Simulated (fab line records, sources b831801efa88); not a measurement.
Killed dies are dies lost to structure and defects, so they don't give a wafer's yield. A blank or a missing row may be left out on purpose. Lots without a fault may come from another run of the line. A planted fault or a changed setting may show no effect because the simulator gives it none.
Which tool did it? | flow sky130 | 12 lots, 36 wafers sampled, at 6 steps of a route of 708

WHAT THE GAUGES READ, wafer by wafer
SKY_VIA1_RS_MEAS_22: measures by four-point-probe.
lot  | measured     | on            | VIA1_W_RS (ohm/sq)
L074 | day 35 23:21 | film_metro-02 | 0.425 0.424 0.427
L076 | day 35 23:21 | film_metro-01 | 0.427 0.428 0.428
L079 | day 36 11:23 | film_metro-02 | 0.426 0.428 0.424
L081 | day 36 15:13 | film_metro-04 | 0.430 0.426 0.430
L083 | day 37 09:32 | film_metro-02 | 0.424 0.430 0.423
L085 | day 37 19:22 | film_metro-02 | 0.426 0.422 0.417
L087 | day 38 10:12 | film_metro-04 | 0.427 0.430 0.429
L089 | day 38 23:53 | film_metro-04 | 0.430 0.422 0.424
L091 | day 39 13:38 | film_metro-01 | 0.419 0.427 0.418
L093 | day 40 02:38 | film_metro-04 | 0.422 0.425 0.421
L095 | day 40 21:06 | film_metro-02 | 0.423 0.419 0.417
L097 | day 41 06:31 | film_metro-01 | 0.422 0.428 0.421

WHICH TOOL RAN EACH LOT (tool, then ch and the chambers of the sampled wafers, then the start)
lot  | SKY_FIELD_ISO_SOFTBAKE_09                   | SKY_FIELD_ISO_ETCH_17           | SKY_LI_CONTACT_STRIP_16              | SKY_LI_CONTACT_SPUTTER_20    | SKY_LOCAL_INTERCONNECT_METAL_ETCH_14
L074 | litho_track-04 ch 0, day 3 03:49 or earlier | rie_si-02 ch 1,2, day 3 03:49   | plasma_asher-04 ch 0,1, day 31 04:47 | pvd_sputter-04, day 31 05:10 | rie_metal-04 ch 0,1, day 32 09:28
L076 | litho_track-01 ch 0, day 3 04:10 or earlier | rie_si-02 ch 0,1,3, day 3 04:10 | plasma_asher-04 ch 0,1, day 31 04:10 | pvd_sputter-02, day 31 04:34 | rie_metal-01 ch 0,1, day 32 09:14
L079 | litho_track-01 ch 0, day 3 10:49 or earlier | rie_si-01 ch 1,2,3, day 3 10:49 | plasma_asher-02 ch 0,1, day 31 17:25 | pvd_sputter-03, day 31 17:44 | rie_metal-04 ch 0,1, day 32 21:44
L081 | litho_track-01 ch 0, day 3 17:36 or earlier | rie_si-01 ch 1,2,3, day 3 17:36 | plasma_asher-02 ch 0,1, day 31 21:40 | pvd_sputter-04, day 31 22:02 | rie_metal-01 ch 0,1, day 33 01:44
L083 | litho_track-01 ch 0, day 4 04:04 or earlier | rie_si-02 ch 0,2,3, day 4 04:04 | plasma_asher-03 ch 0,1, day 32 18:19 | pvd_sputter-03, day 32 18:40 | rie_metal-02 ch 0,1, day 33 22:02
L085 | litho_track-01 ch 0, day 4 16:25 or earlier | rie_si-02 ch 1,2, day 4 16:25   | plasma_asher-02 ch 0,1, day 33 03:20 | pvd_sputter-04, day 33 03:53 | rie_metal-04 ch 0,1, day 34 06:58
L087 | litho_track-01 ch 0, day 5 00:19 or earlier | rie_si-02 ch 0,1,2, day 5 00:19 | plasma_asher-03 ch 0,1, day 33 18:46 | pvd_sputter-03, day 33 19:05 | rie_metal-01 ch 0,1, day 34 22:53
L089 | litho_track-04 ch 0, day 5 10:34 or earlier | rie_si-02 ch 0,2,3, day 5 10:34 | plasma_asher-03 ch 0,1, day 34 10:10 | pvd_sputter-03, day 34 10:32 | rie_metal-02 ch 0,1, day 35 13:28
L091 | litho_track-04 ch 0, day 5 21:52 or earlier | rie_si-01 ch 0,1,2, day 5 21:52 | plasma_asher-04 ch 0,1, day 35 00:41 | pvd_sputter-02, day 35 01:05 | rie_metal-02 ch 0,1, day 36 04:02
L093 | litho_track-02 ch 0, day 6 08:28 or earlier | rie_si-01 ch 0,2,3, day 6 08:28 | plasma_asher-02 ch 0,1, day 35 15:58 | pvd_sputter-04, day 35 16:20 | rie_metal-02 ch 0,1, day 36 19:22
L095 | litho_track-01 ch 0, day 6 18:43 or earlier | rie_si-01 ch 1,2,3, day 6 18:43 | plasma_asher-03 ch 0,1, day 36 09:28 | pvd_sputter-03, day 36 09:50 | rie_metal-01 ch 0,1, day 37 12:50
L097 | litho_track-04 ch 0, day 7 05:46 or earlier | rie_si-01 ch 0,2,3, day 7 05:46 | plasma_asher-02 ch 0,1, day 36 20:16 | pvd_sputter-03, day 36 20:40 | rie_metal-01 ch 0, day 37 23:37
- SKY_FIELD_ISO_SOFTBAKE_09: time 92.87 s.
- SKY_FIELD_ISO_ETCH_17: etches Si in HBr/Cl2/O2, target depth 342 nm, time 97.7 s.
- SKY_LI_CONTACT_STRIP_16: strips in O2/N2.
- SKY_LI_CONTACT_SPUTTER_20: material TiN, target thk 20 nm, time 80 s.
- SKY_LOCAL_INTERCONNECT_METAL_ETCH_14: etches TiN in Cl2/BCl3, stops on PSG, target depth 110 nm, time 31.4 s.

THE ANSWER, worked out from the rows above alone
Rule: what is usual is taken from the lots themselves. Put in order of their means at a reading, lots are off if they are a third of the lots or fewer, leave a main group of 4 or more, and stand apart from it by a gap of 3 or more times the standard deviation of the main group's means; of several such gaps the widest counts. A main group whose means are all the same, to the digits that the tables above print for the reading, isn't used. A lot without any number at a reading at which 4 lots or more have one is off too. The other lots that the step has rows for count as sound.
No lot is off at any reading shown: from this, nothing can be told.

WHAT THE SIMULATOR HAD PUT IN
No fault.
